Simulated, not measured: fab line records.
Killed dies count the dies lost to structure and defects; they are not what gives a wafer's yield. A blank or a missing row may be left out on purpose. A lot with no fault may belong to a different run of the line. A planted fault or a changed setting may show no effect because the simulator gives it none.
fab line records	flow sky130	part 1 of 2: steps 1 to 42 of 43
record: lots: 6	wafers: 18	lastDay: 50
route steps=708 shown CONTACT@422 METAL1@434 VIA1@458 PAD_OPEN@708
lots with no fault: from the same line, run without faults
startH: hours from the record's first day to the start of the lot's first wafer shown	waitH: time in hours since the lot's previous step	" as in the row above	L1.1+2: a single row standing in for several wafers	- no value, or no start given	* or withheld: withheld	< > ~ a bound
route shown NAME@n: names a module that has steps shown in the file, with the first one's number in the route	usual: mean/standard deviation taken from wafers without a fault	same: alike in all rows	chamber/n: place in a boat	sites: readings site by site	_std_site: their standard deviation	_edge_site: the outer-site mean with the inner-site mean subtracted	radiusMm: how far each site lies from the wafer's centre	mask NAME#n: copy n	behind: the tool/chamber that last shaped the wafer	hold: reason for holding the lot/hours on hold/outcome of the hold	device: transistor that didn't switch, given as n, p or np	end of line: the route-end tests of the same wafers	step lacking rows: just its recipe	killed: dies that structure and defects cost at the first sort, which is not the same as the wafer's yield	map: dies across one wafer; x = killed, . = not, _ = none there
set.NAME: the run value of the setting; set.NAME@STEP: its run value at that earlier step	model.NAME: the simulator's own value behind a step, which no gauge read
lots seen at some steps along the route; tables by step, rows by wafer
services: when a tool's chamber went out of use (startH, in hours from the record's first day, below 0 if earlier), for how many hours, and the reason
== steps ==
step: SKY_CONTACT_ETCH_16
recipe: chemistry: N2/H2	target: BARC	ionEnergyEv: 200	sourceW: 500	biasW: 100	pressureMtorr: 30	n2FlowSccm: 100	h2FlowSccm: 200	stopOn: SiO2	timeS: 45.9	targetDepthA: 600
step: SKY_CONTACT_ETCH_17
recipe: target: SiO2	chemistry: C4F8/O2/Ar	stopOn: Si3N4	maskMaterial: KrF-thick	sourceW: 1500	biasW: 1200	pressureMtorr: 40	c4f8FlowSccm: withheld	O2_flow_sccm: 6	Ar_flow_sccm: 300	timeS: withheld	targetDepthA: 3400
step: SKY_CONTACT_ETCH_18
recipe: target: Si3N4	chemistry: CHF3/O2	stopOn: TiN	sourceW: 600	biasW: 200	pressureMtorr: 40	chf3FlowSccm: 50	O2_flow_sccm: 5	timeS: 39	targetDepthA: 750
step: SKY_CONTACT_STRIP_19
recipe: chemistry: O2/N2	powerW: 1400	pressureMtorr: 1500	platenTempC: withheld	o2FlowSccm: 3000	n2FlowSccm: 300	overashFraction: 0.5
usual: drypumpMotorCurrentA: 5.59/0.2	oesProductAu: 0.381/0.0046	stripTimeToEndpointS: 3.61/0.039
lot.wafer	tool	chamber	startH	waitH	drypumpMotorCurrentA	oesProductAu	rfHoursCounterH	stripTimeToEndpointS
L501.2	plasmaAsher-03	1	738.34	-	5.96	0.391	94	3.57
L501.4	"	0	"	"	5.45	0.378	-	3.63
L501.5	"	0	"	"	5.42	0.378	-	3.59
L505.1	plasmaAsher-03	0	773.18	-	5.45	0.375	98	3.55
L505.2	"	1	"	"	5.96	0.376	98	3.59
L505.4	"	1	"	"	5.94	0.384	-	3.63
L507.2	plasmaAsher-03	0	794.58	-	5.43	0.388	100	3.62
L507.3	"	0	"	"	5.43	0.383	-	3.62
L507.5	"	0	"	"	5.44	0.375	-	3.60
L515.4	plasmaAsher-02	1	851.98	-	5.52	0.379	-	3.55
L515.5	"	0	"	"	5.48	0.374	-	3.58
L515.6	"	1	"	"	5.47	0.377	-	3.62
L517.1	plasmaAsher-04	0	879.08	-	5.71	0.389	13	3.62
L517.5	"	0	"	"	5.67	0.383	-	3.59
L517.6	"	1	"	"	5.37	0.386	-	3.68
L523.1	plasmaAsher-02	0	913.34	-	5.48	0.387	76	3.70
L523.2	"	1	"	"	5.54	0.380	76	3.59
L523.4	"	1	"	"	5.53	0.379	-	3.59
step: SKY_CONTACT_STRIP_20
recipe: chemistry: postEtchResidueRemover	timeS: 1200	tempC: 72.5
step: SKY_CONTACT_CLEAN_21
recipe: chemistry: IPA	timeS: 180	tempC: 25
step: SKY_CONTACT_CLEAN_22
recipe: chemistry: O3/DIW	dry: n2Spin
step: SKY_CONTACT_SPUTTER_23
recipe: material: TiN	targetThkNm: 20	chamberPressurePa: 5	powerW: 4000	timeS: 80
usual: throttleValvePct: 30.1/0.57
lot.wafer	tool	chamber	startH	waitH	throttleValvePct
L501.2	pvdSputter-02	-	738.97	0.0	30.5
L501.4	"	-	"	"	29.2
L501.5	"	-	"	"	30.3
L505.1	pvdSputter-03	-	773.82	0.0	29.9
L505.2	"	-	"	"	30.5
L505.4	"	-	"	"	29.5
L507.2	pvdSputter-03	-	795.32	0.0	29.5
L507.3	"	-	"	"	30.6
L507.5	"	-	"	"	30.7
L515.4	pvdSputter-04	-	852.57	0.0	31.3
L515.5	"	-	"	"	31.0
L515.6	"	-	"	"	29.0
L517.1	pvdSputter-03	-	879.71	0.0	30.6
L517.5	"	-	"	"	29.5
L517.6	"	-	"	"	30.8
L523.1	pvdSputter-04	-	913.93	0.0	29.8
L523.2	"	-	"	"	31.0
L523.4	"	-	"	"	29.1
step: SKY_CONTACT_CVD_24
recipe: material: W	targetThkNm: 340	timeS: 102.12	tempC: 400	pressureTorr: 40
step: SKY_CONTACT_RS_MEAS_25
recipe: thkMeasGauge: four-point-probe	reads: W_of_CONTACT_CVD_24+TiN_of_CONTACT_SPUTTER_23
usual: CONTACT_W_RS: 0.337/0.0042
lot.wafer	tool	chamber	startH	waitH	CONTACT_W_RS[ohm/sq]
L501.2	filmMetro-04	-	739.17	0.1	0.344
L501.4	"	-	"	"	0.335
L501.5	"	-	"	"	0.343
L505.1	filmMetro-04	-	773.99	0.1	0.332
L505.2	"	-	"	"	0.336
L505.4	"	-	"	"	0.333
L507.2	filmMetro-04	-	795.52	0.1	0.337
L507.3	"	-	"	"	0.332
L507.5	"	-	"	"	0.337
L515.4	filmMetro-03	-	852.81	0.1	0.340
L515.5	"	-	"	"	0.336
L515.6	"	-	"	"	0.346
L517.1	filmMetro-01	-	879.88	0.1	0.335
L517.5	"	-	"	"	0.338
L517.6	"	-	"	"	0.335
L523.1	filmMetro-04	-	914.10	0.1	0.333
L523.2	"	-	"	"	0.337
L523.4	"	-	"	"	0.336
step: SKY_CONTACT_THK_MEAS_26
recipe: thkMeasGauge: xrf	reads: W_of_CONTACT_CVD_24
usual: CONTACT_W_THK: 330/4.6
lot.wafer	tool	chamber	startH	waitH	CONTACT_W_THK[nm]
L501.2	filmMetro-04	-	739.28	0.1	325
L501.4	"	-	"	"	334
L501.5	"	-	"	"	326
L505.1	filmMetro-04	-	774.11	0.1	337
L505.2	"	-	"	"	332
L505.4	"	-	"	"	333
L507.2	filmMetro-04	-	795.63	0.1	329
L507.3	"	-	"	"	331
L507.5	"	-	"	"	327
L515.4	filmMetro-03	-	852.90	0.1	325
L515.5	"	-	"	"	326
L515.6	"	-	"	"	319
L517.1	filmMetro-01	-	880.00	0.1	336
L517.5	"	-	"	"	333
L517.6	"	-	"	"	336
L523.1	filmMetro-04	-	914.22	0.1	336
L523.2	"	-	"	"	331
L523.4	"	-	"	"	333
step: SKY_CONTACT_CMP_27
recipe: stopOn: SiO2	tOverpolishS: 15	downForcePsi: 3.5	platenRpm: 60	targetThkNm: 0	padVelocityMS: 0.94248
usual: motorCurrentA: 10.9/1.2	overpolishRunS: 14.999/0.01	timeToEndpointS: 83/6.4
lot.wafer	tool	chamber	startH	waitH	motorCurrentA	overpolishRunS	timeToEndpointS
L501.2	cmp-01	3	739.38	0.1	13.7	15.002	87
L501.4	"	0	"	"	11.6	14.990	86
L501.5	"	3	"	"	13.1	14.991	94
L505.4	cmp-02	1	774.22	0.1	9.9	14.971	72
L505.2	"	2	"	"	10.9	15.006	84
L505.1	"	3	"	"	11.1	15.020	88
L507.3	cmp-02	2	795.84	0.2	11.2	15.001	82
L507.2	"	3	"	"	10.8	15.014	85
L507.5	"	2	"	"	11.6	14.997	80
L515.4	cmp-01	0	853.03	0.1	11.2	14.976	82
L515.5	"	2	"	"	10.0	15.012	82
L515.6	"	3	"	"	13.8	14.979	86
L517.1	cmp-02	3	880.06	0.1	10.9	15.013	89
L517.5	"	3	"	"	10.3	15.015	84
L517.6	"	0	"	"	9.6	14.987	90
L523.1	cmp-01	1	914.28	0.1	11.1	14.982	80
L523.2	"	3	"	"	13.4	15.003	90
L523.4	"	0	"	"	11.0	14.990	83
step: SKY_METAL1_SPUTTER_00
recipe: material: Ti	targetThkNm: 15	powerW: 3000	timeS: 10	chamberPressurePa: 0.4
usual: throttleValvePct: 30.1/0.64
lot.wafer	tool	chamber	startH	waitH	throttleValvePct
L501.2	pvdSputter-01	-	739.63	0.2	29.9
L501.4	"	-	"	"	30.0
L501.5	"	-	"	"	30.2
L505.1	pvdSputter-04	-	774.49	0.1	29.8
L505.2	"	-	"	"	31.0
L505.4	"	-	"	"	28.9
L507.2	pvdSputter-04	-	796.14	0.2	29.6
L507.3	"	-	"	"	29.9
L507.5	"	-	"	"	29.7
L515.4	pvdSputter-01	-	853.23	0.1	30.0
L515.5	"	-	"	"	29.7
L515.6	"	-	"	"	30.1
L517.1	pvdSputter-01	-	880.36	0.2	30.1
L517.5	"	-	"	"	30.2
L517.6	"	-	"	"	29.8
L523.1	pvdSputter-02	-	914.58	0.2	30.6
L523.2	"	-	"	"	30.0
L523.4	"	-	"	"	30.7
step: SKY_METAL1_SPUTTER_01
recipe: material: TiN	targetThkNm: 20	powerW: 6500	timeS: 16.7	chamberPressurePa: 0.4
step: SKY_METAL1_SPUTTER_02
recipe: material: AlCu	targetThkNm: 250	powerW: 10600	timeS: 13.3	chamberPressurePa: 0.4
usual: throttleValvePct: 30.0/0.63
lot.wafer	tool	chamber	startH	waitH	throttleValvePct
L501.2	pvdSputter-01	-	739.67	0.0	29.8
L501.4	"	-	"	"	30.1
L501.5	"	-	"	"	30.1
L505.1	pvdSputter-04	-	774.54	0.0	29.6
L505.2	"	-	"	"	31.1
L505.4	"	-	"	"	28.9
L507.2	pvdSputter-04	-	796.19	0.0	29.4
L507.3	"	-	"	"	29.8
L507.5	"	-	"	"	29.6
L515.4	pvdSputter-01	-	853.27	0.0	30.2
L515.5	"	-	"	"	29.5
L515.6	"	-	"	"	30.1
L517.1	pvdSputter-01	-	880.41	0.0	30.0
L517.5	"	-	"	"	30.3
L517.6	"	-	"	"	30.2
L523.1	pvdSputter-02	-	914.63	0.0	30.6
L523.2	"	-	"	"	30.0
L523.4	"	-	"	"	30.4
step: SKY_METAL1_SPUTTER_03
recipe: material: Ti	targetThkNm: 5	powerW: 3000	timeS: 3.3	chamberPressurePa: 0.4
usual: throttleValvePct: 30.0/0.61
lot.wafer	tool	chamber	startH	waitH	throttleValvePct
L501.2	pvdSputter-01	-	739.70	0.0	29.3
L501.4	"	-	"	"	30.0
L501.5	"	-	"	"	30.2
L505.1	pvdSputter-04	-	774.56	0.0	29.7
L505.2	"	-	"	"	31.1
L505.4	"	-	"	"	29.1
L507.2	pvdSputter-04	-	796.21	0.0	29.4
L507.3	"	-	"	"	29.6
L507.5	"	-	"	"	29.5
L515.4	pvdSputter-01	-	853.30	0.0	30.3
L515.5	"	-	"	"	29.6
L515.6	"	-	"	"	30.2
L517.1	pvdSputter-01	-	880.44	0.0	30.1
L517.5	"	-	"	"	30.1
L517.6	"	-	"	"	30.1
L523.1	pvdSputter-02	-	914.65	0.0	30.2
L523.2	"	-	"	"	29.7
L523.4	"	-	"	"	30.3
step: SKY_METAL1_SPUTTER_04
recipe: material: TiN	targetThkNm: 70	powerW: 6500	timeS: 58.3	chamberPressurePa: 0.4
step: SKY_METAL1_RS_MEAS_05
recipe: thkMeasGauge: four-point-probe	reads: TiN_of_METAL1_SPUTTER_04+Ti_of_METAL1_SPUTTER_03+AlCu_of_METAL1_SPUTTER_02+TiN_of_METAL1_SPUTTER_01+Ti_of_METAL1_SPUTTER_00
usual: METAL1_ALCU_RS: 0.1270/0.0013
lot.wafer	tool	chamber	startH	waitH	METAL1_ALCU_RS[ohm/sq]
L501.2	filmMetro-04	-	739.79	0.0	0.1280
L501.4	"	-	"	"	0.1267
L501.5	"	-	"	"	0.1265
L505.1	filmMetro-04	-	774.63	0.0	0.1291
L505.2	"	-	"	"	0.1301
L505.4	"	-	"	"	0.1286
L507.2	filmMetro-04	-	796.30	0.0	0.1284
L507.3	"	-	"	"	0.1261
L507.5	"	-	"	"	0.1281
L515.4	filmMetro-01	-	853.42	0.1	0.1240
L515.5	"	-	"	"	0.1247
L515.6	"	-	"	"	0.1237
L517.1	filmMetro-02	-	880.50	0.0	0.1286
L517.5	"	-	"	"	0.1293
L517.6	"	-	"	"	0.1280
L523.1	filmMetro-01	-	914.72	0.0	0.1287
L523.2	"	-	"	"	0.1278
L523.4	"	-	"	"	0.1277
step: SKY_METAL1_THK_MEAS_06
recipe: thkMeasGauge: xrf	reads: AlCu_of_METAL1_SPUTTER_02
usual: METAL1_ALCU_THK: 253/3.1
lot.wafer	tool	chamber	startH	waitH	METAL1_ALCU_THK[nm]
L501.2	filmMetro-04	-	739.90	0.1	253
L501.4	"	-	"	"	255
L501.5	"	-	"	"	254
L505.1	filmMetro-04	-	774.75	0.1	252
L505.2	"	-	"	"	251
L505.4	"	-	"	"	253
L507.2	filmMetro-04	-	796.41	0.1	254
L507.3	"	-	"	"	257
L507.5	"	-	"	"	254
L515.4	filmMetro-01	-	853.51	0.1	255
L515.5	"	-	"	"	257
L515.6	"	-	"	"	257
L517.1	filmMetro-02	-	880.62	0.1	251
L517.5	"	-	"	"	249
L517.6	"	-	"	"	254
L523.1	filmMetro-01	-	914.84	0.1	244
L523.2	"	-	"	"	250
L523.4	"	-	"	"	247
step: SKY_METAL1_DEHYDRATE_07
recipe: tempC: 200	timeS: 60
step: SKY_METAL1_HMDS_08
recipe: primeTimeS: 60	primeTempC: 120
step: SKY_METAL1_COAT_09
recipe: resist: BARC	tempC: withheld	timeS: withheld	spinRpm: 3000	resistThkNm: 60
step: SKY_METAL1_COAT_10
recipe: resist: KrF-thick	spinRpm: 3000	resistThkNm: 450
step: SKY_METAL1_SOFTBAKE_11
recipe: tempC: 100	timeS: 90	resist: KrF-thick
step: SKY_METAL1_EXPOSE_12
recipe: maskId: MM1	na: 0.8	sourceShape: annular	sigmaInner: 0.55	sigmaOuter: 0.85	targetCdNm: 140	doseMj: 28
step: SKY_METAL1_PEB_13
recipe: pebTempC: withheld	pebTimeS: withheld	resist: KrF-thick
step: SKY_METAL1_DEVELOP_14
recipe: developTimeS: 60	resist: KrF-thick	devTempC: 21
step: SKY_METAL1_CD_MEAS_15
recipe: targetCdNm: 140
usual: cdNm: 139.7/1.2
lot.wafer	tool	chamber	startH	waitH	cdNm
L501.2	cdSem-01	-	767.16	-	140.7
L501.4	"	-	"	"	141.2
L501.5	"	-	"	"	139.4
L505.1	cdSem-02	-	800.48	-	139.9
L505.2	"	-	"	"	140.8
L505.4	"	-	"	"	138.8
L507.2	cdSem-01	-	822.80	-	139.3
L507.3	"	-	"	"	139.8
L507.5	"	-	"	"	139.9
L515.4	cdSem-01	-	879.64	-	140.7
L515.5	"	-	"	"	140.9
L515.6	"	-	"	"	141.2
L517.1	cdSem-01	-	906.04	-	139.3
L517.5	"	-	"	"	139.9
L517.6	"	-	"	"	140.1
L523.1	cdSem-02	-	939.58	-	138.4
L523.2	"	-	"	"	138.0
L523.4	"	-	"	"	138.6
step: SKY_METAL1_OVL_MEAS_16
usual: METAL1_OVL: -2/5.5
lot.wafer	tool	chamber	startH	waitH	METAL1_OVL[nm]
L501.2	overlay-01	-	767.27	0.1	3
L501.4	"	-	"	"	2
L501.5	"	-	"	"	-4
L505.1	overlay-02	-	800.60	0.1	-3
L505.2	"	-	"	"	-11
L505.4	"	-	"	"	-10
L507.2	overlay-02	-	822.91	0.1	-6
L507.3	"	-	"	"	-3
L507.5	"	-	"	"	-11
L515.4	overlay-02	-	879.72	0.1	-3
L515.5	"	-	"	"	0
L515.6	"	-	"	"	-8
L517.1	overlay-02	-	906.16	0.1	-2
L517.5	"	-	"	"	-1
L517.6	"	-	"	"	-9
L523.1	overlay-01	-	939.70	0.1	3
L523.2	"	-	"	"	-1
L523.4	"	-	"	"	-3
step: SKY_METAL1_DESCUM_17
recipe: chemistry: O2	sourcePowerW: 150	biasPowerW: 0	pressureMtorr: 10	tempC: 40	timeS: 8
step: SKY_METAL1_ETCH_18
recipe: chemistry: N2/H2	target: BARC	ionEnergyEv: 200	biasW: 100	pressureMtorr: 30	n2FlowSccm: 100	h2FlowSccm: 200	icpW: 500	stopOn: SiO2	timeS: 45.9	targetDepthA: 600
step: SKY_METAL1_METAL_ETCH_19
recipe: targetDepthA: 3600	stopOn: SiO2	overEtchFrac: 0.3	timeS: 78	chemistry: Cl2/BCl3	resistSidewallDeg: 88	pressureMtorr: 10	icpW: 900	biasW: 48.5	Cl2_flow_sccm: 60	bcl3FlowSccm: 30
step: SKY_METAL1_STRIP_20
recipe: chemistry: O2/N2	powerW: 1400	pressureMtorr: 1500	platenTempC: withheld	o2FlowSccm: 3000	n2FlowSccm: 300	overashFraction: 0.5
step: SKY_METAL1_STRIP_21
recipe: chemistry: postEtchResidueRemover	timeS: 1200	tempC: 72.5
step: SKY_METAL1_CLEAN_22
recipe: chemistry: IPA	timeS: 180	tempC: 25
step: SKY_METAL1_CLEAN_23
recipe: chemistry: O3/DIW	dry: n2Spin
step: SKY_VIA1_HDPCVD_00
recipe: material: SiO2	targetThkNm: 1030	sigmaOpenFrac: 0.3	timeS: 171.7	tempC: 400	sih4FlowSccm: 60	pressureMtorr: 6
step: SKY_VIA1_THK_MEAS_01
recipe: reads: SiO2_of_VIA1_HDPCVD_00
usual: VIA1_HDPCVD_THK: 1021/17
lot.wafer	tool	chamber	startH	waitH	VIA1_HDPCVD_THK[nm]
L501.2	filmMetro-03	-	768.39	0.1	1016
L501.4	"	-	"	"	996
L501.5	"	-	"	"	1004
L505.1	filmMetro-01	-	801.53	0.1	1021
L505.2	"	-	"	"	1052
L505.4	"	-	"	"	1016
L507.2	filmMetro-01	-	823.87	0.1	1011
L507.3	"	-	"	"	1004
L507.5	"	-	"	"	992
L515.4	filmMetro-03	-	880.66	0.0	1019
L515.5	"	-	"	"	1026
L515.6	"	-	"	"	994
L517.1	filmMetro-02	-	907.09	0.1	1009
L517.5	"	-	"	"	1024
L517.6	"	-	"	"	1016
L523.1	filmMetro-01	-	940.63	0.1	1031
L523.2	"	-	"	"	1010
L523.4	"	-	"	"	1008
step: SKY_VIA1_CMP_02
recipe: material: SiO2	downForcePsi: 4	platenRpm: 60	padVelocityMS: 0.94248
step: SKY_VIA1_BOW_MEAS_03
recipe: mode: bow
usual: VIA1_BOW: 80/7
lot.wafer	tool	chamber	startH	waitH	VIA1_BOW[um]
L501.2	filmMetro-01	-	768.76	0.3	78
L501.4	"	-	"	"	84
L501.5	"	-	"	"	80
L505.1	filmMetro-01	-	801.89	0.2	86
L505.2	"	-	"	"	76
L505.4	"	-	"	"	80
L507.2	filmMetro-02	-	824.24	0.2	82
L507.3	"	-	"	"	76
L507.5	"	-	"	"	72
L515.4	filmMetro-02	-	881.05	0.3	72
L515.5	"	-	"	"	71
L515.6	"	-	"	"	96
L517.1	filmMetro-03	-	907.45	0.2	71
L517.5	"	-	"	"	74
L517.6	"	-	"	"	98
L523.1	filmMetro-03	-	940.99	0.2	78
L523.2	"	-	"	"	87
L523.4	"	-	"	"	88
step: SKY_VIA1_DEHYDRATE_04
recipe: tempC: 200	timeS: 60
step: SKY_VIA1_HMDS_05
recipe: primeTimeS: 60	primeTempC: 120
